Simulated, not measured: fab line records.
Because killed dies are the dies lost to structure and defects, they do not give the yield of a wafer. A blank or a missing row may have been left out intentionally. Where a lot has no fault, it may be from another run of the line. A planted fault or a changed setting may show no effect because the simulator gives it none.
fab line records || flow sky130
record: {"lots": 7, "wafers": 21, "last_day": 50}
route steps=708 shown FIELD_ISO@27 NWELL@32 DNWELL@35 PWDE@45
lots untouched by any fault: they come from a run of this same line in which no faults occurred
start_h: the number of hours between the record's first day and the start of the first shown wafer of the lot || wait_h: hours elapsed since this lot's preceding step || " same as the row above || L1.1+2: several wafers, shown together as one row || - no value, or no start was given || * or withheld: withheld || < > ~ a bound
route shown NAME@n: a module of which the file shows steps, and the number in the route of the first || usual: mean/standard deviation of fault-free wafers || same: alike in all rows || chamber/n: place in a boat || sites: per-site readings || _std_site: how widely they spread, as a standard deviation || _edge_site: the outer-site mean with the inner-site mean subtracted || radius_mm: for every site, how far away it sits from the centre of the wafer || mask NAME#n: copy n || behind: the tool/chamber that last shaped the wafer || hold: reason for holding the lot/hours on hold/outcome of the hold || device: the n, p or np transistor that did not switch || end of line: at the end of the route, the tests of the same wafers || for a step that has no rows: nothing shown but its recipe || killed: not the wafer's yield, but the dies lost to structure and defects at the first sort || map: a wafer's dies, x killed, . not, _ none there
set.NAME: the run value of the setting; set.NAME@STEP: its run value at that earlier step || model.NAME: the simulator's own value behind a step, which no gauge read
lots seen at some steps along the route; tables by step, rows by wafer
services: when a tool's chamber went out of use (start_h, in hours from the record's first day, below 0 if earlier), for how many hours, and the reason
== steps ==
step: SKY_FIELD_ISO_ANNEAL_26
recipe: {"temp_c": 1000, "time_s": 1800, "ambient": "N2"}
step: SKY_FIELD_ISO_CMP_27
recipe: {"stop_on": "Si3N4", "t_overpolish_s": 16, "down_force_psi": 4, "platen_rpm": 60, "target_thk_nm": 457.8, "pad_velocity_m_s": 0.94248}
usual: {"motor_current_A": "12.0/1.7", "overpolish_run_s": "15.999/0.008", "time_to_endpoint_s": "111/3.4"}
{"lot.wafer": "L171.3", "tool": "cmp-01", "chamber": 2, "start_h": 31.77, "wait_h": 0.1, "motor_current_A": 13.2, "overpolish_run_s": 16.002, "time_to_endpoint_s": 103}
{"lot.wafer": "L171.4", "tool": "cmp-01", "chamber": 0, "start_h": 31.77, "wait_h": 0.1, "motor_current_A": 10.0, "overpolish_run_s": 15.985, "time_to_endpoint_s": 108}
{"lot.wafer": "L171.5", "tool": "cmp-01", "chamber": 2, "start_h": 31.77, "wait_h": 0.1, "motor_current_A": 13.9, "overpolish_run_s": 15.999, "time_to_endpoint_s": 104}
{"lot.wafer": "L173.3", "tool": "cmp-02", "chamber": 3, "start_h": 44.48, "wait_h": 0.0, "motor_current_A": 13.5, "overpolish_run_s": 16.000, "time_to_endpoint_s": 111}
{"lot.wafer": "L173.4", "tool": "cmp-02", "chamber": 2, "start_h": 44.48, "wait_h": 0.0, "motor_current_A": 14.9, "overpolish_run_s": 16.000, "time_to_endpoint_s": 108}
{"lot.wafer": "L173.6", "tool": "cmp-02", "chamber": 0, "start_h": 44.48, "wait_h": 0.0, "motor_current_A": 11.2, "overpolish_run_s": 16.002, "time_to_endpoint_s": 108}
{"lot.wafer": "L180.1", "tool": "cmp-01", "chamber": 3, "start_h": 83.24, "wait_h": 0.0, "motor_current_A": 9.2, "overpolish_run_s": 16.000, "time_to_endpoint_s": 112}
{"lot.wafer": "L180.3", "tool": "cmp-01", "chamber": 1, "start_h": 83.24, "wait_h": 0.0, "motor_current_A": 13.1, "overpolish_run_s": 16.000, "time_to_endpoint_s": 108}
{"lot.wafer": "L180.6", "tool": "cmp-01", "chamber": 0, "start_h": 83.24, "wait_h": 0.0, "motor_current_A": 9.8, "overpolish_run_s": 16.012, "time_to_endpoint_s": 110}
{"lot.wafer": "L181.1", "tool": "cmp-01", "chamber": 3, "start_h": 89.24, "wait_h": 0.0, "motor_current_A": 9.8, "overpolish_run_s": 15.989, "time_to_endpoint_s": 114}
{"lot.wafer": "L181.2", "tool": "cmp-01", "chamber": 0, "start_h": 89.24, "wait_h": 0.0, "motor_current_A": 9.9, "overpolish_run_s": 16.004, "time_to_endpoint_s": 108}
{"lot.wafer": "L181.3", "tool": "cmp-01", "chamber": 2, "start_h": 89.24, "wait_h": 0.0, "motor_current_A": 13.9, "overpolish_run_s": 16.001, "time_to_endpoint_s": 108}
{"lot.wafer": "L182.2", "tool": "cmp-01", "chamber": 2, "start_h": 94.35, "wait_h": 0.1, "motor_current_A": 13.2, "overpolish_run_s": 15.988, "time_to_endpoint_s": 109}
{"lot.wafer": "L182.6", "tool": "cmp-01", "chamber": 1, "start_h": 94.35, "wait_h": 0.1, "motor_current_A": 13.1, "overpolish_run_s": 16.006, "time_to_endpoint_s": 114}
{"lot.wafer": "L182.5", "tool": "cmp-01", "chamber": 2, "start_h": 94.35, "wait_h": 0.1, "motor_current_A": 13.3, "overpolish_run_s": 15.996, "time_to_endpoint_s": 111}
{"lot.wafer": "L185.2", "tool": "cmp-01", "chamber": 2, "start_h": 108.16, "wait_h": 0.1, "motor_current_A": 13.2, "overpolish_run_s": 15.994, "time_to_endpoint_s": 109}
{"lot.wafer": "L185.5", "tool": "cmp-01", "chamber": 1, "start_h": 108.16, "wait_h": 0.1, "motor_current_A": 12.5, "overpolish_run_s": 16.011, "time_to_endpoint_s": 114}
{"lot.wafer": "L185.6", "tool": "cmp-01", "chamber": 2, "start_h": 108.16, "wait_h": 0.1, "motor_current_A": 12.8, "overpolish_run_s": 15.984, "time_to_endpoint_s": 108}
{"lot.wafer": "L193.1", "tool": "cmp-01", "chamber": 1, "start_h": 150.93, "wait_h": 0.1, "motor_current_A": 12.1, "overpolish_run_s": 15.991, "time_to_endpoint_s": 115}
{"lot.wafer": "L193.3", "tool": "cmp-01", "chamber": 2, "start_h": 150.93, "wait_h": 0.1, "motor_current_A": 14.2, "overpolish_run_s": 15.998, "time_to_endpoint_s": 106}
{"lot.wafer": "L193.5", "tool": "cmp-01", "chamber": 3, "start_h": 150.93, "wait_h": 0.1, "motor_current_A": 9.2, "overpolish_run_s": 16.020, "time_to_endpoint_s": 113}
step: SKY_FIELD_ISO_WET_ETCH_28
recipe: {"chemistry": "dHF", "target_depth_nm": 23.7, "target": "SiO2", "dilution": "10:1", "temp_c": 25, "time_s": 47}
step: SKY_FIELD_ISO_WET_ETCH_29
recipe: {"chemistry": "H3PO4", "target_depth_nm": 160, "target": "Si3N4", "temp_c": 160, "time_s": 1825}
step: SKY_FIELD_ISO_WET_ETCH_30
recipe: {"chemistry": "dHF", "target_depth_nm": 25, "target": "SiO2", "dilution": "10:1", "temp_c": 25, "time_s": 50}
step: SKY_NWELL_CLEAN_00
recipe: {"chemistry": "SC1/SC2", "mix": "1:4:20", "temp_c": 70, "time_s": 150, "dry": "n2_spin"}
step: SKY_NWELL_OXIDATION_01
recipe: {"temp_c": 900, "ambient": "O2", "stabilise_s": 600, "purge_s": 300, "target_thk_a": 100, "ox_time_s": 1418}
step: SKY_NWELL_THK_MEAS_02
recipe: {"reads": "SiO2_of_NWELL_OXIDATION_01"}
usual: {"NWELL_OXIDATION_THK": "9.95/0.18"}
{"lot.wafer": "L171.3", "tool": "film_metro-02", "chamber": "-", "start_h": 34.08, "wait_h": 0.0, "NWELL_OXIDATION_THK[nm]": 9.84}
{"lot.wafer": "L171.4", "tool": "film_metro-02", "chamber": "-", "start_h": 34.08, "wait_h": 0.0, "NWELL_OXIDATION_THK[nm]": 9.78}
{"lot.wafer": "L171.5", "tool": "film_metro-02", "chamber": "-", "start_h": 34.08, "wait_h": 0.0, "NWELL_OXIDATION_THK[nm]": 9.82}
{"lot.wafer": "L173.3", "tool": "film_metro-04", "chamber": "-", "start_h": 47.39, "wait_h": 0.0, "NWELL_OXIDATION_THK[nm]": 9.78}
{"lot.wafer": "L173.4", "tool": "film_metro-04", "chamber": "-", "start_h": 47.39, "wait_h": 0.0, "NWELL_OXIDATION_THK[nm]": 9.74}
{"lot.wafer": "L173.6", "tool": "film_metro-04", "chamber": "-", "start_h": 47.39, "wait_h": 0.0, "NWELL_OXIDATION_THK[nm]": 9.75}
{"lot.wafer": "L180.1", "tool": "film_metro-01", "chamber": "-", "start_h": 87.22, "wait_h": 0.0, "NWELL_OXIDATION_THK[nm]": 9.79}
{"lot.wafer": "L180.3", "tool": "film_metro-01", "chamber": "-", "start_h": 87.22, "wait_h": 0.0, "NWELL_OXIDATION_THK[nm]": 9.83}
{"lot.wafer": "L180.6", "tool": "film_metro-01", "chamber": "-", "start_h": 87.22, "wait_h": 0.0, "NWELL_OXIDATION_THK[nm]": 9.85}
{"lot.wafer": "L181.1", "tool": "film_metro-01", "chamber": "-", "start_h": 92.80, "wait_h": 0.0, "NWELL_OXIDATION_THK[nm]": 9.81}
{"lot.wafer": "L181.2", "tool": "film_metro-01", "chamber": "-", "start_h": 92.80, "wait_h": 0.0, "NWELL_OXIDATION_THK[nm]": 9.79}
{"lot.wafer": "L181.3", "tool": "film_metro-01", "chamber": "-", "start_h": 92.80, "wait_h": 0.0, "NWELL_OXIDATION_THK[nm]": 9.79}
{"lot.wafer": "L182.2", "tool": "film_metro-04", "chamber": "-", "start_h": 98.04, "wait_h": 0.0, "NWELL_OXIDATION_THK[nm]": 10.33}
{"lot.wafer": "L182.5", "tool": "film_metro-04", "chamber": "-", "start_h": 98.04, "wait_h": 0.0, "NWELL_OXIDATION_THK[nm]": 10.22}
{"lot.wafer": "L182.6", "tool": "film_metro-04", "chamber": "-", "start_h": 98.04, "wait_h": 0.0, "NWELL_OXIDATION_THK[nm]": 10.17}
{"lot.wafer": "L185.2", "tool": "film_metro-04", "chamber": "-", "start_h": 111.21, "wait_h": 0.0, "NWELL_OXIDATION_THK[nm]": 10.00}
{"lot.wafer": "L185.5", "tool": "film_metro-04", "chamber": "-", "start_h": 111.21, "wait_h": 0.0, "NWELL_OXIDATION_THK[nm]": 10.21}
{"lot.wafer": "L185.6", "tool": "film_metro-04", "chamber": "-", "start_h": 111.21, "wait_h": 0.0, "NWELL_OXIDATION_THK[nm]": 9.97}
{"lot.wafer": "L193.1", "tool": "film_metro-01", "chamber": "-", "start_h": 154.41, "wait_h": 0.0, "NWELL_OXIDATION_THK[nm]": 10.00}
{"lot.wafer": "L193.3", "tool": "film_metro-01", "chamber": "-", "start_h": 154.41, "wait_h": 0.0, "NWELL_OXIDATION_THK[nm]": 9.88}
{"lot.wafer": "L193.5", "tool": "film_metro-01", "chamber": "-", "start_h": 154.41, "wait_h": 0.0, "NWELL_OXIDATION_THK[nm]": 9.97}
step: SKY_DNWELL_DEHYDRATE_00
recipe: {"temp_c": 200, "time_s": 60}
step: SKY_DNWELL_HMDS_01
recipe: {"prime_time_s": 60, "prime_temp_c": 120}
step: SKY_DNWELL_COAT_02
recipe: {"spin_rpm": 2000, "resist_thk_nm": 3000}
step: SKY_DNWELL_SOFTBAKE_03
recipe: {"temp_c": 110, "time_s": "withheld"}
step: SKY_DNWELL_EXPOSE_04
recipe: {"mask_id": "DNM", "na": 0.57, "target_cd_nm": 3000, "dose_mj": 222}
usual: {"exposure_dose_mJ_cm2": "222.01/0.2", "focus_offset_nm": "0.2/0.59"}
{"lot.wafer": "L171.3", "tool": "iline_stepper-01", "chamber": 0, "start_h": 41.79, "wait_h": "-", "mask": "DNM#0", "exposure_dose_mJ_cm2": 221.81, "focus_offset_nm": 0.4}
{"lot.wafer": "L171.4", "tool": "iline_stepper-01", "chamber": 0, "start_h": 41.79, "wait_h": "-", "mask": "DNM#0", "exposure_dose_mJ_cm2": 221.93, "focus_offset_nm": 0.7}
{"lot.wafer": "L171.5", "tool": "iline_stepper-01", "chamber": 0, "start_h": 41.79, "wait_h": "-", "mask": "DNM#0", "exposure_dose_mJ_cm2": 221.93, "focus_offset_nm": 0.0}
{"lot.wafer": "L173.3", "tool": "iline_stepper-01", "chamber": 0, "start_h": 54.87, "wait_h": "-", "mask": "DNM#0", "exposure_dose_mJ_cm2": 221.90, "focus_offset_nm": 0.2}
{"lot.wafer": "L173.4", "tool": "iline_stepper-01", "chamber": 0, "start_h": 54.87, "wait_h": "-", "mask": "DNM#0", "exposure_dose_mJ_cm2": 222.06, "focus_offset_nm": -0.1}
{"lot.wafer": "L173.6", "tool": "iline_stepper-01", "chamber": 0, "start_h": 54.87, "wait_h": "-", "mask": "DNM#0", "exposure_dose_mJ_cm2": 221.94, "focus_offset_nm": 0.3}
{"lot.wafer": "L180.1", "tool": "iline_stepper-01", "chamber": "-", "start_h": 95.60, "wait_h": "-", "mask": "DNM#0", "exposure_dose_mJ_cm2": "-", "focus_offset_nm": "-"}
{"lot.wafer": "L180.3", "tool": "iline_stepper-01", "chamber": "-", "start_h": 95.60, "wait_h": "-", "mask": "DNM#0", "exposure_dose_mJ_cm2": "-", "focus_offset_nm": "-"}
{"lot.wafer": "L180.6", "tool": "iline_stepper-01", "chamber": "-", "start_h": 95.60, "wait_h": "-", "mask": "DNM#0", "exposure_dose_mJ_cm2": "-", "focus_offset_nm": "-"}
{"lot.wafer": "L181.1", "tool": "iline_stepper-02", "chamber": "-", "start_h": 101.91, "wait_h": "-", "mask": "DNM#0", "exposure_dose_mJ_cm2": "-", "focus_offset_nm": "-"}
{"lot.wafer": "L181.2", "tool": "iline_stepper-02", "chamber": "-", "start_h": 101.91, "wait_h": "-", "mask": "DNM#0", "exposure_dose_mJ_cm2": "-", "focus_offset_nm": "-"}
{"lot.wafer": "L181.3", "tool": "iline_stepper-02", "chamber": "-", "start_h": 101.91, "wait_h": "-", "mask": "DNM#0", "exposure_dose_mJ_cm2": "-", "focus_offset_nm": "-"}
{"lot.wafer": "L182.2", "tool": "iline_stepper-02", "chamber": "-", "start_h": 107.25, "wait_h": "-", "mask": "DNM#0", "exposure_dose_mJ_cm2": "-", "focus_offset_nm": "-"}
{"lot.wafer": "L182.5", "tool": "iline_stepper-02", "chamber": "-", "start_h": 107.25, "wait_h": "-", "mask": "DNM#0", "exposure_dose_mJ_cm2": "-", "focus_offset_nm": "-"}
{"lot.wafer": "L182.6", "tool": "iline_stepper-02", "chamber": "-", "start_h": 107.25, "wait_h": "-", "mask": "DNM#0", "exposure_dose_mJ_cm2": "-", "focus_offset_nm": "-"}
{"lot.wafer": "L185.2", "tool": "iline_stepper-01", "chamber": 0, "start_h": 120.66, "wait_h": "-", "mask": "DNM#0", "exposure_dose_mJ_cm2": 221.82, "focus_offset_nm": -0.4}
{"lot.wafer": "L185.5", "tool": "iline_stepper-01", "chamber": 0, "start_h": 120.66, "wait_h": "-", "mask": "DNM#0", "exposure_dose_mJ_cm2": 221.68, "focus_offset_nm": 1.0}
{"lot.wafer": "L185.6", "tool": "iline_stepper-01", "chamber": 0, "start_h": 120.66, "wait_h": "-", "mask": "DNM#0", "exposure_dose_mJ_cm2": 222.12, "focus_offset_nm": 0.8}
{"lot.wafer": "L193.1", "tool": "iline_stepper-02", "chamber": 0, "start_h": 164.33, "wait_h": "-", "mask": "DNM#0", "exposure_dose_mJ_cm2": 222.27, "focus_offset_nm": 0.3}
{"lot.wafer": "L193.3", "tool": "iline_stepper-02", "chamber": 0, "start_h": 164.33, "wait_h": "-", "mask": "DNM#0", "exposure_dose_mJ_cm2": 222.01, "focus_offset_nm": 0.5}
{"lot.wafer": "L193.5", "tool": "iline_stepper-02", "chamber": 0, "start_h": 164.33, "wait_h": "-", "mask": "DNM#0", "exposure_dose_mJ_cm2": 222.07, "focus_offset_nm": 0.9}
step: SKY_DNWELL_PEB_05
recipe: {"temp_c": 115, "time_s": "withheld"}
step: SKY_DNWELL_DEVELOP_06
recipe: {"wall_angle_deg": 90, "developer": "TMAH", "develop_time_s": 60, "dev_temp_c": 23}
step: SKY_DNWELL_IMPLANT_07
recipe: {"species": "P", "energy_kev": "withheld", "dose_cm2": "withheld", "tilt_deg": "withheld"}
step: SKY_DNWELL_STRIP_08
recipe: {"chemistry": "O2/N2", "power_w": 1400, "pressure_mtorr": 1500, "platen_temp_c": "withheld", "o2_flow_sccm": 3000, "n2_flow_sccm": 300, "overash_fraction": 0.5}
usual: {"drypump_motor_current_A": "5.7/0.32", "oes_product_au": "0.723/0.0047", "strip_time_to_endpoint_s": "36.98/0.11"}
{"lot.wafer": "L171.3", "tool": "plasma_asher-04", "chamber": 1, "start_h": 49.55, "wait_h": 0.1, "drypump_motor_current_A": 6.0, "oes_product_au": 0.730, "rf_hours_counter_h": "-", "strip_time_to_endpoint_s": 37.06}
{"lot.wafer": "L171.4", "tool": "plasma_asher-04", "chamber": 0, "start_h": 49.55, "wait_h": 0.1, "drypump_motor_current_A": 5.8, "oes_product_au": 0.717, "rf_hours_counter_h": "-", "strip_time_to_endpoint_s": 37.02}
{"lot.wafer": "L171.5", "tool": "plasma_asher-04", "chamber": 0, "start_h": 49.55, "wait_h": 0.1, "drypump_motor_current_A": 5.8, "oes_product_au": 0.729, "rf_hours_counter_h": "-", "strip_time_to_endpoint_s": 37.03}
{"lot.wafer": "L173.3", "tool": "plasma_asher-04", "chamber": 1, "start_h": 62.81, "wait_h": 0.1, "drypump_motor_current_A": 6.0, "oes_product_au": 0.722, "rf_hours_counter_h": "-", "strip_time_to_endpoint_s": 36.97}
{"lot.wafer": "L173.4", "tool": "plasma_asher-04", "chamber": 0, "start_h": 62.81, "wait_h": 0.1, "drypump_motor_current_A": 5.8, "oes_product_au": 0.728, "rf_hours_counter_h": "-", "strip_time_to_endpoint_s": 36.87}
{"lot.wafer": "L173.6", "tool": "plasma_asher-04", "chamber": 0, "start_h": 62.81, "wait_h": 0.1, "drypump_motor_current_A": 5.8, "oes_product_au": 0.721, "rf_hours_counter_h": "-", "strip_time_to_endpoint_s": 37.01}
{"lot.wafer": "L180.1", "tool": "plasma_asher-03", "chamber": 1, "start_h": 104.67, "wait_h": 0.1, "drypump_motor_current_A": 5.8, "oes_product_au": 0.723, "rf_hours_counter_h": 29, "strip_time_to_endpoint_s": 37.04}
{"lot.wafer": "L180.3", "tool": "plasma_asher-03", "chamber": 0, "start_h": 104.67, "wait_h": 0.1, "drypump_motor_current_A": 4.9, "oes_product_au": 0.725, "rf_hours_counter_h": "-", "strip_time_to_endpoint_s": 36.94}
{"lot.wafer": "L180.6", "tool": "plasma_asher-03", "chamber": 0, "start_h": 104.67, "wait_h": 0.1, "drypump_motor_current_A": 4.9, "oes_product_au": 0.725, "rf_hours_counter_h": "-", "strip_time_to_endpoint_s": 37.06}
{"lot.wafer": "L181.1", "tool": "plasma_asher-04", "chamber": 0, "start_h": 110.53, "wait_h": 0.1, "drypump_motor_current_A": 5.8, "oes_product_au": 0.728, "rf_hours_counter_h": 45, "strip_time_to_endpoint_s": 37.09}
{"lot.wafer": "L181.2", "tool": "plasma_asher-04", "chamber": 1, "start_h": 110.53, "wait_h": 0.1, "drypump_motor_current_A": 6.0, "oes_product_au": 0.726, "rf_hours_counter_h": 45, "strip_time_to_endpoint_s": 36.90}
{"lot.wafer": "L181.3", "tool": "plasma_asher-04", "chamber": 1, "start_h": 110.53, "wait_h": 0.1, "drypump_motor_current_A": 6.0, "oes_product_au": 0.726, "rf_hours_counter_h": "-", "strip_time_to_endpoint_s": 36.95}
{"lot.wafer": "L182.2", "tool": "plasma_asher-03", "chamber": 0, "start_h": 115.57, "wait_h": 0.1, "drypump_motor_current_A": 4.9, "oes_product_au": 0.721, "rf_hours_counter_h": 30, "strip_time_to_endpoint_s": 36.98}
{"lot.wafer": "L182.5", "tool": "plasma_asher-03", "chamber": 1, "start_h": 115.57, "wait_h": 0.1, "drypump_motor_current_A": 5.8, "oes_product_au": 0.720, "rf_hours_counter_h": "-", "strip_time_to_endpoint_s": 36.96}
{"lot.wafer": "L182.6", "tool": "plasma_asher-03", "chamber": 0, "start_h": 115.57, "wait_h": 0.1, "drypump_motor_current_A": 4.9, "oes_product_au": 0.716, "rf_hours_counter_h": "-", "strip_time_to_endpoint_s": 36.99}
{"lot.wafer": "L185.2", "tool": "plasma_asher-02", "chamber": 0, "start_h": 129.83, "wait_h": 0.1, "drypump_motor_current_A": 5.7, "oes_product_au": 0.725, "rf_hours_counter_h": 2, "strip_time_to_endpoint_s": 37.10}
{"lot.wafer": "L185.5", "tool": "plasma_asher-02", "chamber": 1, "start_h": 129.83, "wait_h": 0.1, "drypump_motor_current_A": 5.8, "oes_product_au": 0.719, "rf_hours_counter_h": "-", "strip_time_to_endpoint_s": 37.19}
{"lot.wafer": "L185.6", "tool": "plasma_asher-02", "chamber": 0, "start_h": 129.83, "wait_h": 0.1, "drypump_motor_current_A": 5.7, "oes_product_au": 0.715, "rf_hours_counter_h": "-", "strip_time_to_endpoint_s": 37.15}
{"lot.wafer": "L193.1", "tool": "plasma_asher-04", "chamber": 0, "start_h": 174.42, "wait_h": 0.1, "drypump_motor_current_A": 5.8, "oes_product_au": 0.729, "rf_hours_counter_h": 48, "strip_time_to_endpoint_s": 37.19}
{"lot.wafer": "L193.3", "tool": "plasma_asher-04", "chamber": 1, "start_h": 174.42, "wait_h": 0.1, "drypump_motor_current_A": 6.0, "oes_product_au": 0.712, "rf_hours_counter_h": "-", "strip_time_to_endpoint_s": 37.11}
{"lot.wafer": "L193.5", "tool": "plasma_asher-04", "chamber": 0, "start_h": 174.42, "wait_h": 0.1, "drypump_motor_current_A": 5.9, "oes_product_au": 0.725, "rf_hours_counter_h": "-", "strip_time_to_endpoint_s": 37.12}
step: SKY_DNWELL_TW_MEAS_09
usual: {"DNWELL_TW": "1124/9.3"}
{"lot.wafer": "L171.3", "tool": "film_metro-04", "chamber": "-", "start_h": 49.64, "wait_h": 0.1, "DNWELL_TW": 1117}
{"lot.wafer": "L171.4", "tool": "film_metro-04", "chamber": "-", "start_h": 49.64, "wait_h": 0.1, "DNWELL_TW": 1116}
{"lot.wafer": "L171.5", "tool": "film_metro-04", "chamber": "-", "start_h": 49.64, "wait_h": 0.1, "DNWELL_TW": 1113}
{"lot.wafer": "L173.3", "tool": "film_metro-01", "chamber": "-", "start_h": 62.90, "wait_h": 0.1, "DNWELL_TW": 1129}
{"lot.wafer": "L173.4", "tool": "film_metro-01", "chamber": "-", "start_h": 62.90, "wait_h": 0.1, "DNWELL_TW": 1134}
{"lot.wafer": "L173.6", "tool": "film_metro-01", "chamber": "-", "start_h": 62.90, "wait_h": 0.1, "DNWELL_TW": 1137}
{"lot.wafer": "L180.1", "tool": "film_metro-02", "chamber": "-", "start_h": 104.77, "wait_h": 0.1, "DNWELL_TW": 30}
{"lot.wafer": "L180.3", "tool": "film_metro-02", "chamber": "-", "start_h": 104.77, "wait_h": 0.1, "DNWELL_TW": 30}
{"lot.wafer": "L180.6", "tool": "film_metro-02", "chamber": "-", "start_h": 104.77, "wait_h": 0.1, "DNWELL_TW": 30}
{"lot.wafer": "L181.1", "tool": "film_metro-04", "chamber": "-", "start_h": 110.63, "wait_h": 0.1, "DNWELL_TW": 30}
{"lot.wafer": "L181.2", "tool": "film_metro-04", "chamber": "-", "start_h": 110.63, "wait_h": 0.1, "DNWELL_TW": 30}
{"lot.wafer": "L181.3", "tool": "film_metro-04", "chamber": "-", "start_h": 110.63, "wait_h": 0.1, "DNWELL_TW": 30}
{"lot.wafer": "L182.2", "tool": "film_metro-04", "chamber": "-", "start_h": 115.68, "wait_h": 0.1, "DNWELL_TW": 30}
{"lot.wafer": "L182.5", "tool": "film_metro-04", "chamber": "-", "start_h": 115.68, "wait_h": 0.1, "DNWELL_TW": 30}
{"lot.wafer": "L182.6", "tool": "film_metro-04", "chamber": "-", "start_h": 115.68, "wait_h": 0.1, "DNWELL_TW": 30}
{"lot.wafer": "L185.2", "tool": "film_metro-02", "chamber": "-", "start_h": 129.94, "wait_h": 0.1, "DNWELL_TW": 1125}
{"lot.wafer": "L185.5", "tool": "film_metro-02", "chamber": "-", "start_h": 129.94, "wait_h": 0.1, "DNWELL_TW": 1125}
{"lot.wafer": "L185.6", "tool": "film_metro-02", "chamber": "-", "start_h": 129.94, "wait_h": 0.1, "DNWELL_TW": 1127}
{"lot.wafer": "L193.1", "tool": "film_metro-04", "chamber": "-", "start_h": 174.52, "wait_h": 0.1, "DNWELL_TW": 1125}
{"lot.wafer": "L193.3", "tool": "film_metro-04", "chamber": "-", "start_h": 174.52, "wait_h": 0.1, "DNWELL_TW": 1131}
{"lot.wafer": "L193.5", "tool": "film_metro-04", "chamber": "-", "start_h": 174.52, "wait_h": 0.1, "DNWELL_TW": 1123}
step: SKY_PWDE_DEHYDRATE_00
recipe: {"temp_c": 200, "time_s": 60}
== services ==
{"tool": "iline_stepper-01", "chamber": 0, "start_h": 13.55, "hours": "-", "kind": "calibration"}
{"tool": "cmp-02", "chamber": "-", "start_h": 14.51, "hours": 1.3, "kind": "repair"}
{"tool": "cmp-02", "chamber": "-", "start_h": 14.85, "hours": 5.4, "kind": "repair"}
{"tool": "cmp-02", "chamber": "-", "start_h": 23.30, "hours": 1.0, "kind": "repair"}
{"tool": "cmp-01", "chamber": "-", "start_h": 28.54, "hours": 1.4, "kind": "repair"}
{"tool": "cmp-02", "chamber": "-", "start_h": 31.30, "hours": 4.3, "kind": "pm"}
{"tool": "plasma_asher-02", "chamber": "-", "start_h": 33.59, "hours": 4.4, "kind": "repair"}
{"tool": "plasma_asher-02", "chamber": "-", "start_h": 38.82, "hours": 5.7, "kind": "repair"}
{"tool": "iline_stepper-02", "chamber": "-", "start_h": 59.95, "hours": 4.4, "kind": "pm"}
{"tool": "plasma_asher-03", "chamber": "-", "start_h": 60.67, "hours": 6.4, "kind": "repair"}
{"tool": "cmp-02", "chamber": "-", "start_h": 64.00, "hours": 4.0, "kind": "pm"}
{"tool": "iline_stepper-02", "chamber": "-", "start_h": 64.39, "hours": 1.7, "kind": "pm"}
{"tool": "cmp-01", "chamber": "-", "start_h": 71.52, "hours": 0.9, "kind": "repair"}
{"tool": "cmp-01", "chamber": "-", "start_h": 71.85, "hours": 1.1, "kind": "repair"}
{"tool": "plasma_asher-03", "chamber": "-", "start_h": 88.68, "hours": 14.6, "kind": "pm"}
{"tool": "cmp-02", "chamber": "-", "start_h": 95.06, "hours": 4.3, "kind": "repair"}
{"tool": "plasma_asher-02", "chamber": "-", "start_h": 108.75, "hours": 9.0, "kind": "pm"}
{"tool": "cmp-01", "chamber": "-", "start_h": 115.92, "hours": 8.3, "kind": "pm"}
{"tool": "iline_stepper-02", "chamber": 0, "start_h": 119.61, "hours": "-", "kind": "calibration"}
{"tool": "plasma_asher-04", "chamber": "-", "start_h": 123.92, "hours": 31.8, "kind": "pm"}
{"tool": "cmp-01", "chamber": "-", "start_h": 125.21, "hours": 14.4, "kind": "repair"}
{"tool": "iline_stepper-01", "chamber": "-", "start_h": 139.60, "hours": 16.0, "kind": "repair"}
{"tool": "cmp-02", "chamber": "-", "start_h": 148.09, "hours": 5.9, "kind": "pm"}
{"tool": "plasma_asher-04", "chamber": "-", "start_h": 155.69, "hours": 4.3, "kind": "pm"}
== key ==
first_sign: {"step": "SKY_DNWELL_EXPOSE_04", "reading": "tool_record", "direction": "missing"}
effect: {"step": "SKY_DNWELL_TW_MEAS_09", "reading": "DNWELL_TW", "direction": "down", "sigmas": "99+", "usual": 1124, "struck": 30}
met_at SKY_DNWELL_EXPOSE_04
struck_wafers L180.1,L180.3,L180.6,L181.1,L181.2,L181.3,L182.2,L182.5,L182.6
sort_left_out L180.1,L180.3,L180.6,L181.1,L181.2,L181.3,L182.2,L182.5,L182.6
tester_left_out L180,L181,L182
onset_between 54.87 95.60
fault: {"kind": "skipped_step_whole", "tool": "iline_stepper-01,iline_stepper-02", "chamber": "-", "onset_h": 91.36, "steps": "SKY_DNWELL_EXPOSE_04", "scope": "struck_lots_only"}
tester_left_out: of these lots the tester's yield and bins aren't shown, on N5 and GAA mostly nor the transistor test; their killed dies are dies lost to structure and defects alone, not to doping, threshold or leakage, so they don't give the yield
sort_left_out: the simulated sort isn't trusted on such a fault, so these wafers' sort isn't shown, and their yield isn't known
